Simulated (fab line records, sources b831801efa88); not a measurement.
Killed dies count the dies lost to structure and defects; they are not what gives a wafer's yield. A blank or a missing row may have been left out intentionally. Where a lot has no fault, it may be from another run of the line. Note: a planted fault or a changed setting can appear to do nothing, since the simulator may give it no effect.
Problem report in the 8D (eight disciplines) form, filled by code | flow gf180mcu | the parts of the form that need people (team, actions taken, sign-off) are left out

== 1. PROBLEM STATEMENT ==
At GF_V4_CD_MEAS_14, cd-nm averages 253.0 nm over 6 wafers from 2 lots, while fault-free wafers read 259.5 nm, standard deviation 1.3. That is -5.0 standard deviations from the usual mean.
The step: target cd 260 nm.
The first sign was on wafer L821.1 at day 29 04:37, on cd-sem-01. The record holds 33 wafers of 11 lots with a number at this step. By rule, "out" or "out of limits" means more than 4 standard deviations away from the usual mean. The other wafers with a number count as sound.

== 2. WHAT IT IS, AND WHAT IT ISN'T ==
question                    | is                     | is not
which readings at this step | cd-nm                  | -
which lots                  | L821, L823             | L806, L808, L810, L812, L813, L814, L817, L826, L828
which wafers of those lots  | all that have a number | -
read on which gauges        | cd-sem-01              | cd-sem-02
when                        | from day 29 04:37      | up to then (21 sound wafers); but 6 sound wafers of L826, L828 came after

== 3. WHAT RULES OUT EACH SUSPECT ==
Counting: any tool at a process step up to the reading is kept as a suspect provided that every lot that is out went through it and no sound lot did after the first of them.
- ruled out: the gauge at GF_V4_CD_MEAS_14. All the wafers that are out were read on cd-sem-01, but those of them that GF_V4_EXPOSE_11 has rows for are out there too, on other tools.
- cmp-01 at GF_V4_CMP_04 (polishes SiO2): ruled out as a lasting fault. Sound lots L826, L828 ran on it after its first lot that is out, L821 (day 28 08:49).
- krf-scanner-01 at GF_V4_EXPOSE_11 (exposes mask Via4, target cd 260 nm): kept. It processed each lot that is out, first L821 at day 28 19:19, and no sound lot thereafter; up to then, the last sound lot it processed was L814 at day 26 21:27. Out on those wafers are its own readings of exposure-dose-mJ-cm2.
Remaining after the count: krf-scanner-01 at GF_V4_EXPOSE_11.

== 4. THE CAUSE (what the simulator had put in) ==
Drift in process parameters on krf-scanner-01 at GF_V4_EXPOSE_11, starting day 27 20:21. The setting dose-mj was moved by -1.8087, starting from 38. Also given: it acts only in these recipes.
The count eliminated every tool but this one.

== 5. THE CHAIN OF EFFECTS, in route order ==
Each row: a reading where the mean over the struck wafers with a number is more than 3 standard deviations away from the usual. Only readings whose record carries a usual standard deviation are examined. hours: median over the lots of the time between each lot's start at the first step of this table that gives one and its start at this step. sigmas: the change, counted in usual standard deviations.
hours | step             | reading              | usual    | on struck wafers | change | sigmas
0     | GF_V4_EXPOSE_11  | exposure-dose-mJ-cm2 | 37.96    | 36.34            | -1.62  | -37
9     | GF_V4_CD_MEAS_14 | cd-nm                | 259.5 nm | 253.0            | -6.5   | -5.0
Process steps it contains:
- GF_V4_EXPOSE_11: exposes mask Via4, target cd 260 nm.

== 6. WHAT WOULD HAVE CAUGHT IT SOONER ==
The first out-of-limits reading at a measuring or inspecting step in this record came at day 29 04:37, 32 hours after the fault's start at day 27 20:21.
The tool's own readings at GF_V4_EXPOSE_11 were out on every struck wafer that the step has a row for (exposure-dose-mJ-cm2): an alarm limit on them would have fired on the first of those.
L823, from the lots that are out (2), started GF_V4_EXPOSE_11 on krf-scanner-01 later than day 29 04:37. Putting the tool on hold at that point would have spared it.
